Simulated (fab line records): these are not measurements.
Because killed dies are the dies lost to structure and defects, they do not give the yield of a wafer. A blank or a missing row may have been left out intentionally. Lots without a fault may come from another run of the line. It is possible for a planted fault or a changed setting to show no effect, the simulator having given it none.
2 desks looking at one fault -- flow gf180mcu -- each desk has only its own numbers; what lay behind them comes last

== THE TOOL OWNER'S DESK: pecvd-03 ==
The tool's own readings at GF_V5_CVD_02 (deposits SiO2 from TEOS, target thk 1450 nm, time 163.28 s): means of the sampled wafers that have a number, for each lot that ran on this tool. A lot is out of limits, marked OUT, if its mean lies more than 4 standard deviations from the usual mean; the brackets give that distance.
Columns: A = heaterPowerW at GF_V5_CVD_02, usual 621 W; B = rfFwdPowerW at GF_V5_CVD_02, usual 597.5 W
lot,first seen here,A,B
L229,day 27 06:05,554,597.7
L235,day 29 06:03,612,503.0 (-50) OUT
L236,day 29 11:25,583,501.0 (-51) OUT
L245,day 32 03:24,551,598.8
Finding of this desk: L235, L236 out of limits; the first was L235 at day 29 06:03, on rfFwdPowerW at GF_V5_CVD_02. Within limits: L229, L245.

== THE METROLOGY DESK ==
What the gauges read for every lot (on any tool): the sampled wafers with a number, averaged. A lot is out of limits, marked OUT, if its mean lies more than 4 standard deviations from the usual mean; the brackets give that distance.
Columns: A = V5_CVD_02_THK at GF_V5_THK_MEAS_03, usual 1451 nm; B = V5_BOW at GF_V5_BOW_MEAS_05, usual 136 um
lot,first seen here,A,B
L226,day 26 15:37,1464,138
L228,day 26 23:20,1464,114
L229,day 27 06:12,1428,132
L235,day 29 06:10,1339 (-5.3) OUT,141
L236,day 29 11:32,1350 (-4.8) OUT,132
L238,day 29 22:48,1428,114
L239,day 30 12:50,1478,141
L244,day 31 19:12,1452,127
L245,day 32 03:30,1441,140
L246,day 32 08:13,1464,142
L247,day 32 08:38,1442,142
L248,day 32 20:35,1426,146
This desk's finding: out of limits on L235, L236; first on L235, day 29 06:10 (V5_CVD_02_THK at GF_V5_THK_MEAS_03). Within limits: L226, L228, L229, L238, L239, L244, L245, L246, L247, L248.

== BROUGHT TOGETHER ==
At day 29 06:03, on L235, L236, the tool owner's desk was in a position to raise an alarm.
Metrology desk: alarm possible at day 29 06:10 on L235, L236.
All the named lots went through GF_V5_CVD_02 on pecvd-03.

== WHAT THE SIMULATOR PUT IN ==
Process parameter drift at GF_V5_CVD_02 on pecvd-03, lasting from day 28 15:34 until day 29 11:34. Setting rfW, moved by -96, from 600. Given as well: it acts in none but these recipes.
Shown lots that were struck: L235, L236.
Fault start to first reading out of limits, in hours, per desk: tool owner, 14; metrology, 15.
